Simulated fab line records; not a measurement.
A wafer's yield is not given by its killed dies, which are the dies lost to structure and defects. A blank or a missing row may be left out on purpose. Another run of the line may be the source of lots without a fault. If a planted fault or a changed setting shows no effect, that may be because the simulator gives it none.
The same fault as seen by 2 desks    flow gf180mcu    each desk has only its own numbers; what lay behind them comes last

## AT THE METROLOGY DESK
What the gauges read, lot by lot, whatever tool the lot ran on: means of the sampled wafers that have a number. If a lot's mean is further than 4 standard deviations from the usual mean, the lot is out of limits and carries the mark OUT (the distance appears in the brackets).
Columns: A = V5_W_RS at GF_V5_RS_MEAS_24, usual 0.329 ohm/sq; B = V5_W_THK at GF_V5_THK_MEAS_25, usual 354 nm
lot   first seen here  A                 B
L703  day 28 00:08     0.333             349
L705  day 28 19:10     0.331             354
L707  day 29 04:31     0.330             353
L708  day 29 08:47     0.325             362
L710  day 30 00:11     0.331             356
L711  day 30 07:32     0.328             357
L713  day 30 23:12     0.330             354
L715  day 31 09:16     0.316             370
L716  day 31 12:33     0.300 (-7.1) OUT  389 (+7.3) OUT
L720  day 32 15:31     0.329             356
This desk's result: L716 out of limits, first on L716 (V5_W_RS at GF_V5_RS_MEAS_24), day 31 12:33. L703, L705, L707, L708, L710, L711, L713, L715, L720: within limits.

## FOR THE TOOL OWNER'S DESK: cvd-w-01
The tool's own readings at GF_V5_CVD_23 (deposits W, target thk 350 nm, time 104.9 s): means of the sampled wafers that have a number, for each lot that ran on this tool. If a lot's mean is further than 4 standard deviations from the usual mean, the lot is out of limits and carries the mark OUT (the distance appears in the brackets).
Columns: A = heater-power-w at GF_V5_CVD_23, usual 923 W; B = susceptor-temp-C at GF_V5_CVD_23, usual 399.98 C
lot   first seen here  A    B
L703  day 28 00:00     960  400.06
L705  day 28 19:04     969  399.93
L707  day 29 04:24     976  400.35
L710  day 30 00:03     974  399.99
L711  day 30 07:24     971  399.90
L713  day 30 23:04     983  399.81
L715  day 31 09:10     963  400.09
L716  day 31 12:26     986  399.87
This desk's finding: nothing out of limits on any of the 8 lots.

## ALL TOGETHER
The metrology desk could have raised an alarm at day 31 12:33, on L716.
The tool owner's desk saw nothing out of limits.
The tool owner's desk has L716 on record, within its limits.
Of the lots named, all ran GF_V5_CVD_23 on cvd-w-01.

## WHAT THE SIMULATOR HAD PUT IN
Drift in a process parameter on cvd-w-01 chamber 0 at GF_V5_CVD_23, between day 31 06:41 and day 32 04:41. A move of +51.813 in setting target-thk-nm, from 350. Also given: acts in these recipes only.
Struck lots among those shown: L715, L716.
Per desk, hours elapsed from the start of the fault to the first reading out of limits: for the metrology desk, 6.
